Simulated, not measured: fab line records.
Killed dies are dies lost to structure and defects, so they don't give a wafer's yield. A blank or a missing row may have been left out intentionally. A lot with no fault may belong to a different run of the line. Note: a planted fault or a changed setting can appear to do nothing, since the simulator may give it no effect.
A struck lot beside a sound one | flow sky130 | 15 out of 708 route steps
Sound: the wafers L675.1, L675.5, L675.6. Wafers struck: L671.1, L671.5, L671.6. Last of all comes the cause.
At each step with rows: each side's tool, then ch and its chambers, then its first start. Under that, the readings that differ: sound wafers | struck wafers | difference of the means | sigmas: that difference in standard deviations of wafers without a fault.
alike: a reading whose means differ by less than 2 such deviations, as well as words and numbers matching on both sides. not compared: withheld readings; readings where some wafer has no value; bounds like >300 that might hide an equal value; numbers whose values overlap and for which the record gives no deviation.
Wherever a step has rows on one side only, a row that says differs or no value, or a row with sigmas, the two part there. Numbers that have no deviation but don't overlap get no sigmas and don't part them. Lack of a reading on every wafer of one side parts them only where that side has two or more wafers.

first, 3 steps without rows for these wafers: SKY_LI_CONTACT_EXPOSE_09 (exposes mask LICM1, target cd 170 nm); SKY_LI_CONTACT_PEB_10; SKY_LI_CONTACT_DEVELOP_11 (develop time 60 s).
SKY_LI_CONTACT_CD_MEAS_12: target cd 170 nm.
  sound on cd_sem-01, day 34 08:07; struck on cd_sem-01, day 33 04:13
  reading    | sound             | struck            | difference | sigmas
  cd_nm (nm) | 173.1 173.9 176.2 | 170.8 169.5 170.9 | -4.0       | -3
SKY_LI_CONTACT_OVL_MEAS_13:
  sound on overlay-01, day 34 08:14; struck on overlay-01, day 33 04:20
  alike: LI_CONTACT_OVL
SKY_LI_CONTACT_ETCH_14: etches BARC in N2/H2, stops on SiO2, time 45.9 s, target depth 60 nm.
  sound on rie_diel-03 ch 0,1,3, day 34 08:16; struck on rie_diel-03 ch 0,3, day 33 04:22
  alike: drypump_motor_current_A, oes_product_au, throttle_valve_pct
  not compared: rf_hours_counter_h
SKY_LI_CONTACT_ETCH_15: etches PSG in C4F8/O2/Ar, stops on Si, target depth 600 nm.
  sound on rie_diel-03 ch 0,1,3, day 34 08:19; struck on rie_diel-03 ch 0,3, day 33 04:25
  alike: oes_product_au
SKY_LI_CONTACT_STRIP_16: strips in O2/N2.
  sound on plasma_asher-01 ch 0,1, day 34 08:24; struck on plasma_asher-03 ch 0,1, day 33 04:30
  alike: drypump_motor_current_A, oes_product_au, strip_time_to_endpoint_s
  not compared: rf_hours_counter_h
then, 2 steps without rows for these wafers: SKY_LI_CONTACT_CLEAN_17 (cleans in NMP, time 600 s); SKY_LI_CONTACT_PRE_CLEAN_18 (time 5.6 s).
SKY_LI_CONTACT_SPUTTER_19: material Ti, target thk 20 nm, time 106.37 s.
  sound on pvd_sputter-04, day 34 08:43; struck on pvd_sputter-04, day 33 04:47
  alike: throttle_valve_pct
SKY_LI_CONTACT_SPUTTER_20: material TiN, target thk 20 nm, time 80 s.
  sound on pvd_sputter-04, day 34 08:47; struck on pvd_sputter-04, day 33 04:52
  alike: throttle_valve_pct
SKY_LI_CONTACT_CVD_21: deposits W, target thk 400 nm, time 120.56 s.
  sound on cvd_w-02 ch 0,1, day 34 08:50; struck on cvd_w-02 ch 0,1, day 33 04:56
  no value came back on the struck wafers for chamber_pressure_Torr (Torr), heater_power_outer_w (W), heater_power_w (W); on the sound wafers chamber_pressure_Torr (Torr) reads 40.07 40.09 40.04
SKY_LI_CONTACT_RS_MEAS_22: uses a four-point probe to measure.
  sound on film_metro-01, day 34 08:58; struck on film_metro-01, day 33 05:20
  reading                  | sound                | struck               | difference | sigmas
  LI_CONTACT_W_RS (ohm/sq) | 0.2816 0.2857 0.2816 | 25.227 25.382 25.021 | +24.927    | +99 or more
  not compared: hold
then, 1 step without rows for these wafers: SKY_PAD_OPEN_PROBE_99.

== WHERE THEY PART ==
First at SKY_LI_CONTACT_CD_MEAS_12; last, within this record, at SKY_LI_CONTACT_RS_MEAS_22.

WHY: whatever the simulator had introduced
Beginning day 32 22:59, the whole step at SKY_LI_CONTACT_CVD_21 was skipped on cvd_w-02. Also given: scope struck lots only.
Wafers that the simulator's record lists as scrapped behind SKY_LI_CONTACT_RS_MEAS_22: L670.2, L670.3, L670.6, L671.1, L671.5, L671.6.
